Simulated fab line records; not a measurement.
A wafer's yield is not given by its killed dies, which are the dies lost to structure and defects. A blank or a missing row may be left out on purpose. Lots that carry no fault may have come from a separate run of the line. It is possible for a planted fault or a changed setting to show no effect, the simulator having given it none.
Matching of chambers -- flow gf180mcu -- GF_V5_CMP_04 on cmp-01: 4 sister chambers
The step polishes SiO2. 8 wafers are shown with their chamber, then 8 later ones without.

## WAFERS, EACH WITH ITS CHAMBER
wafer,chamber,motor current A (A),edge zone pressure frac
L533.1,0,14.2,1.005
L544.1,2,14.6,1.003
L544.2,1,12.7,1.006
L544.4,3,12.1,1.001
L547.3,1,12.7,1.007
L547.5,0,13.1,1.000
L547.6,3,11.4,1.008
L549.2,2,13.7,1.002

## WAFERS WHOSE CHAMBER IS MISSING
wafer,motor current A (A),edge zone pressure frac
L549.5,12.7,0.997
L549.6,14.8,1.010
L551.2,14.0,0.999
L551.3,11.9,1.000
L551.6,13.2,1.004
L550.3,12.5,0.988
L550.4,13.3,1.001
L550.5,12.8,0.993

## EACH ONE'S CHAMBER
wafer,from the rows above,in truth
L549.5,can't be placed: 0 or 3 or 1 or 2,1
L549.6,can't be placed: 2 or 0 or 1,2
L551.2,can't be placed: 2 or 0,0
L551.3,can't be placed: 3 or 1 or 0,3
L551.6,can't be placed: 0 or 1 or 2 or 3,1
L550.3,can't be placed: 0 or 3 or 2 or 1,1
L550.4,can't be placed: 0 or 2 or 1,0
L550.5,can't be placed: 0 or 2 or 3 or 1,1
0 of 8 placed correctly. Not placeable from these rows: 8 (in 8, the candidates include the true chamber). 0 placed wrongly.
How it was worked out, from the rows above alone: a wafer's distance from a chamber is the root of the sum, over the readings, of the square of ((its reading less the chamber's mean) divided by the reading's scatter). The wafer belongs to the nearest chamber; if the next one is less than 2 further off, it can't be placed. The mean given for a chamber averages the wafers shown for that chamber. The scatter: take each reading less its chamber's mean, square it, sum over the shown wafers, divide by the number of wafers less the number of chambers, and take the root.
